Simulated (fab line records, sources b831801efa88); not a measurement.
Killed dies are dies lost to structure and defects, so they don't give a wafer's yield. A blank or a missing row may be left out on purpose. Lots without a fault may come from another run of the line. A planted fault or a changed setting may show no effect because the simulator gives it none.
Problem report in the 8D (eight disciplines) form, filled by code | flow sky130 | the parts of the form that need people (team, actions taken, sign-off) are left out

1. THE PROBLEM
chamber_pressure_pa at SKY_LI_CONTACT_SPUTTER_20 reads a mean of 4.264 Pa on 2 wafers of 2 lots; wafers without a fault read 4.999 Pa with a standard deviation of 0.0098. That is -75 standard deviations from the usual mean.
The step: material TiN, target thk 20 nm, time 80 s.
First seen on wafer L894.1, day 33 01:00, on pvd_sputter-01. The record holds 36 wafers of 12 lots with a number at this step. Rule for "out", or "out of limits": more than 4 standard deviations from the usual mean. The other wafers with a number count as sound.

2. WHAT IT IS AND WHAT IT IS NOT
question                    | is                  | is not
which readings at this step | chamber_pressure_pa | -
which lots                  | L894, L895          | L883, L897, L898, L900, L901, L902, L903, L904, L905, L906
which wafers of those lots  | L894.1, L895.5      | L894.3, L894.5, L895.2, L895.4
read on which tools         | pvd_sputter-01      | pvd_sputter-02, pvd_sputter-04
when                        | from day 33 01:00   | up to then (5 sound wafers); but 29 sound wafers of L895, L897, L898, L900, L901, L902, L903, L904, L905, L906 came after

3. SUSPECTS, AND WHAT RULES EACH OUT
Counting: a tool at a process step up to the reading stays a suspect if it ran every lot that is out. Sound lots after the first of them don't rule it out here, since some wafers of a struck lot are sound.
- pvd_sputter-01 at SKY_LI_CONTACT_SPUTTER_20 (material TiN, target thk 20 nm, time 80 s): kept. It ran every lot that is out, first L894 (day 33 01:00); its last sound lot up to then is L883 (day 29 06:35). Its own readings are out on those wafers: chamber_pressure_pa.
Left after counting: pvd_sputter-01 at SKY_LI_CONTACT_SPUTTER_20.

4. THE CAUSE (what the simulator had put in)
Process parameter drift: pvd_sputter-01, from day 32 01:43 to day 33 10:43, at SKY_LI_CONTACT_SPUTTER_20. Setting chamber_pressure_pa, moved by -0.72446, from 5. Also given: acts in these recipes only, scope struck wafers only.
Counting left only this tool.

5. THE CHAIN OF EFFECTS, in route order
Each row: a reading whose mean over the struck wafers that have a number lies more than 3 standard deviations from the usual. Only readings for which the record gives a usual standard deviation are gone through. hours: the time from each lot's start at the first step in this table that gives one to its start at this step, as a median over the lots. sigmas: the change in usual standard deviations.
hours | step                      | reading             | usual    | on struck wafers | change | sigmas
0     | SKY_LI_CONTACT_SPUTTER_20 | chamber_pressure_pa | 4.999 Pa | 4.264            | -0.735 | -75
The process steps in it:
- SKY_LI_CONTACT_SPUTTER_20: material TiN, target thk 20 nm, time 80 s.
Later measuring or inspecting steps at which every struck wafer that the step has a row for has a number for every such reading, and none has moved that far: SKY_CONTACT_THK_MEAS_03.

6. WHAT WOULD HAVE CAUGHT IT SOONER
In this record the first reading out of limits was taken at day 33 01:00, 23 hours after the fault began at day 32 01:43.
